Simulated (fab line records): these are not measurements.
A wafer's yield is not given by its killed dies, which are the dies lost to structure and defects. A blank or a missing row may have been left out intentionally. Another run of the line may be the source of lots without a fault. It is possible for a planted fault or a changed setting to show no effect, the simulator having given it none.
Commonality check across tools || flow gf180mcu || 11 lots and 39 wafers in the sample

THE REASON FOR OPENING IT
2 of 11 lots carry a flag on the reading MVSD_RS at GF_VT_IMPLANT_RS_MEAS_46. Fault-free wafers read 456.8 ohm/sq, with a standard deviation of 1.
Rule: a lot is flagged when every wafer of it that has a number lies more than 4 standard deviations from that mean, or none has a number. All remaining lots are regarded as sound.

{"lot": "L190", "measured": "day 7 20:05", "on": "filmMetro-03", "MVSD_RS (ohm/sq), wafer by wafer": "456.7 457.2 455.6", "flag": ""}
{"lot": "L191", "measured": "day 8 01:40", "on": "filmMetro-04", "MVSD_RS (ohm/sq), wafer by wafer": "456.7 456.9 457.0", "flag": ""}
{"lot": "L194", "measured": "day 8 22:22", "on": "filmMetro-04", "MVSD_RS (ohm/sq), wafer by wafer": "492.2 492.9 492.7 492.7 491.9 492.5", "flag": "FLAGGED"}
{"lot": "L195", "measured": "day 9 09:27", "on": "filmMetro-04", "MVSD_RS (ohm/sq), wafer by wafer": "492.7 491.7 491.8 490.1 491.0 490.6", "flag": "FLAGGED"}
{"lot": "L197", "measured": "day 9 18:45", "on": "filmMetro-04", "MVSD_RS (ohm/sq), wafer by wafer": "455.3 456.0 456.0", "flag": ""}
{"lot": "L202", "measured": "day 11 06:04", "on": "filmMetro-03", "MVSD_RS (ohm/sq), wafer by wafer": "456.1 456.9 455.4", "flag": ""}
{"lot": "L205", "measured": "day 12 00:47", "on": "filmMetro-02", "MVSD_RS (ohm/sq), wafer by wafer": "456.0 455.8 456.9", "flag": ""}
{"lot": "L207", "measured": "day 12 14:06", "on": "filmMetro-04", "MVSD_RS (ohm/sq), wafer by wafer": "456.7 457.5 457.4", "flag": ""}
{"lot": "L208", "measured": "day 13 00:26", "on": "filmMetro-02", "MVSD_RS (ohm/sq), wafer by wafer": "455.9 456.8 456.1", "flag": ""}
{"lot": "L210", "measured": "day 13 12:02", "on": "filmMetro-02", "MVSD_RS (ohm/sq), wafer by wafer": "457.4 457.5 456.1", "flag": ""}
{"lot": "L211", "measured": "day 13 20:09", "on": "filmMetro-02", "MVSD_RS (ohm/sq), wafer by wafer": "456.3 456.7 458.1", "flag": ""}
The mean of the flagged lots' numbers is 491.9 ohm/sq, +35.1 ohm/sq from the usual (+35 standard deviations).

WHICH TOOL RAN EACH LOT
The record keeps 1 process step preceding the reading, out of 602 steps on the route. In each cell: the tool, then ch and the chambers that the sampled wafers went through, then the start.
{"lot": "L190", "flag": "", "GF_MVSD_IMPLANT_09": "implanter-04 ch 0, day 4 15:58"}
{"lot": "L191", "flag": "", "GF_MVSD_IMPLANT_09": "implanter-03 ch 0, day 4 21:15"}
{"lot": "L194", "flag": "FLAGGED", "GF_MVSD_IMPLANT_09": "implanter-03 ch 0, day 5 14:43"}
{"lot": "L195", "flag": "FLAGGED", "GF_MVSD_IMPLANT_09": "implanter-03 ch 0, day 6 00:27"}
{"lot": "L197", "flag": "", "GF_MVSD_IMPLANT_09": "implanter-04 ch 0, day 6 08:43"}
{"lot": "L202", "flag": "", "GF_MVSD_IMPLANT_09": "implanter-02 ch 0, day 7 13:46"}
{"lot": "L205", "flag": "", "GF_MVSD_IMPLANT_09": "implanter-03 ch 0, day 8 07:10"}
{"lot": "L207", "flag": "", "GF_MVSD_IMPLANT_09": "implanter-03 ch 0, day 8 18:31"}
{"lot": "L208", "flag": "", "GF_MVSD_IMPLANT_09": "implanter-02 ch 0, day 9 02:08"}
{"lot": "L210", "flag": "", "GF_MVSD_IMPLANT_09": "implanter-04 ch 0, day 9 13:34"}
{"lot": "L211", "flag": "", "GF_MVSD_IMPLANT_09": "implanter-02 ch 0, day 9 19:09"}
What these steps do:
- GF_MVSD_IMPLANT_09
- GF_VT_IMPLANT_RS_MEAS_46: measures by four-point-probe.

FLAGGED OVER TOTAL, TOOL BY TOOL (the gauges that took the reading come last)
{"step": "GF_MVSD_IMPLANT_09", "tool": "implanter-02", "lots run": 3, "flagged": 0, "share of the flagged lots": "none", "sound lots run after its first flagged lot": "-"}
{"step": "GF_MVSD_IMPLANT_09", "tool": "implanter-03", "lots run": 5, "flagged": 2, "share of the flagged lots": "all", "sound lots run after its first flagged lot": "2 (L205,L207)"}
{"step": "GF_MVSD_IMPLANT_09", "tool": "implanter-04", "lots run": 3, "flagged": 0, "share of the flagged lots": "none", "sound lots run after its first flagged lot": "-"}
{"step": "GF_VT_IMPLANT_RS_MEAS_46", "tool": "filmMetro-02", "lots run": 4, "flagged": 0, "share of the flagged lots": "none", "sound lots run after its first flagged lot": "-"}
{"step": "GF_VT_IMPLANT_RS_MEAS_46", "tool": "filmMetro-03", "lots run": 2, "flagged": 0, "share of the flagged lots": "none", "sound lots run after its first flagged lot": "-"}
{"step": "GF_VT_IMPLANT_RS_MEAS_46", "tool": "filmMetro-04", "lots run": 5, "flagged": 2, "share of the flagged lots": "all", "sound lots run after its first flagged lot": "2 (L197,L207)"}

WHAT THE TABLE PERMITS
In 2 table rows, all flagged lots were run: implanter-03 (GF_MVSD_IMPLANT_09), filmMetro-04 (GF_VT_IMPLANT_RS_MEAS_46).
- implanter-03 at GF_MVSD_IMPLANT_09: 2 of its 5 lots flagged. Lots that were sound ran on it after the first flagged one (L205, L207); a persistent fault on the entire tool would not allow that. Its own readings lie more than 4 standard deviations out on every wafer of the flagged lots: doseIonsCm2, faradayCurrentUA.
- filmMetro-04 at GF_VT_IMPLANT_RS_MEAS_46: 2 of its 5 lots flagged. Lots that were sound ran on it after the first flagged one (L197, L207); a persistent fault on the entire tool would not allow that.
Not one row of the table ran every flagged lot while running no sound lot after the first.

WHAT HAD BEEN PUT IN BY THE SIMULATOR
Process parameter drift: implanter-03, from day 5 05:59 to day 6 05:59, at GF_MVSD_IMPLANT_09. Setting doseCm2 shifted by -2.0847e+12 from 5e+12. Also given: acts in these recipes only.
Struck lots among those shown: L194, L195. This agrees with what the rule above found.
